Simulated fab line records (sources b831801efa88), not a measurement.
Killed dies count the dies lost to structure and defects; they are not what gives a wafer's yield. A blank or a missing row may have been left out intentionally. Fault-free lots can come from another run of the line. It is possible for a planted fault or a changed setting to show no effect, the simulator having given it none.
Which of the tools did it?	flow sky130	27 wafers from 9 lots sampled at 5 of the route's 708 steps

WHAT THE GAUGES READ, wafer by wafer
SKY_METAL1_RS_MEAS_05: a four-point-probe measurement.
lot	measured	on	METAL1_ALCU_RS (ohm/sq)
L440	day 31 13:12	film metro-03	0.1270 0.1292 0.1258
L441	day 31 21:20	film metro-02	0.1270 0.1275 0.1289
L444	day 32 21:56	film metro-03	0.1255 0.1273 0.1279
L447	day 33 21:13	film metro-04	0.1266 0.1263 0.1265
L450	day 35 00:02	film metro-02	0.1294 0.1279 0.1270
L456	day 36 19:20	film metro-02	0.1319 0.1281 0.1259
L459	day 38 07:13	film metro-04	0.1294 0.1269 0.1280
L461	day 38 13:25	film metro-04	0.1271 0.1263 0.1274
L462	day 38 17:23	film metro-04	0.1266 0.1244 0.1261

SKY_METAL1_THK_MEAS_06: measures by xrf.
lot	measured	on	METAL1_ALCU_THK (nm)
L440	day 31 13:17	film metro-03	255 251 256
L441	day 31 21:26	film metro-02	252 250 249
L444	day 32 22:03	film metro-03	255 253 251
L447	day 33 21:19	film metro-04	253 254 253
L450	day 35 00:08	film metro-02	248 251 252
L456	day 36 19:28	film metro-02	243 250 255
L459	day 38 07:20	film metro-04	247 252 249
L461	day 38 13:32	film metro-04	250 252 251
L462	day 38 17:29	film metro-04	251 257 254

SKY_METAL1_CD_MEAS_15 targets a cd of 140 nm.
lot	measured	on	cd nm (nm)
L440	day 32 16:36	cd sem-02	137.5 136.4 135.8
L441	day 33 01:59	cd sem-02	138.5 137.6 139.0
L444	day 34 01:13	cd sem-01	138.7 138.6 138.1
L447	day 35 00:29	cd sem-02	140.1 140.2 140.7
L450	day 36 02:49	cd sem-01	138.4 139.7 138.7
L456	day 37 21:29	cd sem-01	139.8 140.5 138.2
L459	day 39 08:52	cd sem-02	142.6 142.1 142.3
L461	day 39 13:47	cd sem-02	140.1 141.3 139.2
L462	day 39 18:00	cd sem-02	142.2 140.4 141.4

TOOL THAT RAN EACH LOT (tool first, then ch and the chambers of the sampled wafers, then the start)
lot	SKY_CONTACT_SPUTTER_23	SKY_METAL1_SPUTTER_02
L440	pvd sputter-02, day 31 12:21	pvd sputter-02, day 31 13:03
L441	pvd sputter-04, day 31 20:31	pvd sputter-04, day 31 21:13
L444	pvd sputter-02, day 32 21:08	pvd sputter-01, day 32 21:50
L447	pvd sputter-03, day 33 20:24	pvd sputter-01, day 33 21:06
L450	pvd sputter-03, day 34 23:13	pvd sputter-02, day 34 23:55
L456	pvd sputter-04, day 36 18:33	pvd sputter-02, day 36 19:15
L459	pvd sputter-02, day 38 06:18	pvd sputter-01, day 38 07:07
L461	pvd sputter-03, day 38 12:37	pvd sputter-04, day 38 13:19
L462	pvd sputter-03, day 38 16:32	pvd sputter-01, day 38 17:14
- SKY_CONTACT_SPUTTER_23: material TiN, target thk 20 nm, time 80 s.
- SKY_METAL1_SPUTTER_02: material AlCu, target thk 250 nm, time 13.3 s.

WHAT THE TOOLS THEMSELVES READ (means of the sampled wafers that have a number; where no wafer has one, the mark that the record gives instead)
SKY_CONTACT_SPUTTER_23.
lot	tool	throttle valve pct (%)
L440	pvd sputter-02	28.9
L441	pvd sputter-04	29.5
L444	pvd sputter-02	29.0
L447	pvd sputter-03	31.1
L450	pvd sputter-03	29.6
L456	pvd sputter-04	29.7
L459	pvd sputter-02	28.8
L461	pvd sputter-03	30.3
L462	pvd sputter-03	29.9

SKY_METAL1_SPUTTER_02.
lot	tool	throttle valve pct (%)
L440	pvd sputter-02	29.1
L441	pvd sputter-04	29.2
L444	pvd sputter-01	29.6
L447	pvd sputter-01	30.4
L450	pvd sputter-02	29.2
L456	pvd sputter-02	29.6
L459	pvd sputter-01	29.9
L461	pvd sputter-04	30.2
L462	pvd sputter-01	29.3

THE ANSWER, worked out from the rows above alone
Rule: the lots themselves supply what counts as usual. Put in order of their means at a reading, lots are off if they are a third of the lots or fewer, leave a main group of 4 or more, and stand apart from it by a gap of 3 or more times the standard deviation of the main group's means; of several such gaps the widest counts. If all means in a main group match to the digits the tables above print for the reading, that group is not used. A lot without any number at a reading at which 4 lots or more have one is off too. Where the step has rows for the other lots, those lots are counted as sound. First the gauges in route order, then the tools' own readings, where a lot's mean is used as printed above. The first step at which some lot is off is used, and at that step the reading that is off furthest; a lot without a number counts as furthest.
No lot is off on any of the readings shown, so nothing can be concluded from this.

WHAT THE SIMULATOR HAD PUT IN
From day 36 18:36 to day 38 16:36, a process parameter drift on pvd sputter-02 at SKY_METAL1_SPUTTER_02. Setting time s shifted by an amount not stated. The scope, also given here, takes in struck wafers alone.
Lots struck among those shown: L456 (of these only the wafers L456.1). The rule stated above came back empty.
